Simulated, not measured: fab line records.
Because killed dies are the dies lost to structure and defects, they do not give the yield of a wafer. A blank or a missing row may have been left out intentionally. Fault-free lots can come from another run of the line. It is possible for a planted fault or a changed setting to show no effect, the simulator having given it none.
2 desks looking at one fault	flow sky130	each desk holds nothing but its own numbers, with what lay behind them at the end

FOR THE TOOL OWNER'S DESK: pecvd-04
The tool's own readings at SKY_CAPM_CVD_00 (deposits SiO2, target thk 15.5 nm): means of the sampled wafers that have a number, for each lot that ran on this tool. Marked OUT: a lot whose mean sits more than 4 standard deviations from the usual mean, which makes it out of limits; the brackets give that distance.
Columns: A = heater_power_w at SKY_CAPM_CVD_00, usual 711 W; B = rf_fwd_power_W at SKY_CAPM_CVD_00, usual 440.2 W
lot	first seen here	A	B
L467	day 35 16:36	740	440.6
L469	day 36 15:21	762	441.0
L470	day 36 21:17	775	417.5 (-13) OUT
L480	day 40 07:29	846	442.7
L481	day 40 12:26	780	439.5
L486	day 41 20:21	788	440.8
L489	day 42 15:44	769	440.5
This desk finds L470 out of limits, L470 being first, at day 36 21:17 (rf_fwd_power_W at SKY_CAPM_CVD_00). L467, L469, L480, L481, L486, L489 stayed within limits.

THE METROLOGY DESK
What the gauges read, lot by lot, whatever tool the lot ran on: means of the sampled wafers that have a number. Marked OUT: a lot whose mean sits more than 4 standard deviations from the usual mean, which makes it out of limits; the brackets give that distance.
Columns: A = CAPM_CVD_00_THK at SKY_CAPM_THK_MEAS_01, usual 15.42 nm
lot	first seen here	A
L467	day 35 16:39	15.42
L469	day 36 15:24	15.24
L470	day 36 21:19	15.22
L475	day 38 19:16	15.54
L480	day 40 07:32	15.10
L481	day 40 12:29	15.42
L482	day 40 19:09	15.55
L483	day 41 06:14	15.53
L484	day 41 11:10	15.64
L485	day 41 19:56	15.59
L486	day 41 20:24	15.34
L488	day 42 15:09	15.65
L489	day 42 15:46	15.27
This desk found nothing out of limits on any of the 13 lots.

PUT TOGETHER
The tool owner's desk had the chance to raise an alarm at day 36 21:17 on L470.
From the metrology desk's view, nothing was out of limits.
The metrology desk has L470 on record, within its limits.
The lots listed all ran SKY_CAPM_CVD_00 on pecvd-04.

WHAT HAD BEEN PUT IN BY THE SIMULATOR
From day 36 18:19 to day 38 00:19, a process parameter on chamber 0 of pecvd-04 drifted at SKY_CAPM_CVD_00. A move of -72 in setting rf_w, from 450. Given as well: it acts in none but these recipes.
Shown lots that were struck: L470.
Delay in hours, fault start to first out-of-limits reading, by desk: the tool owner's desk at 3.
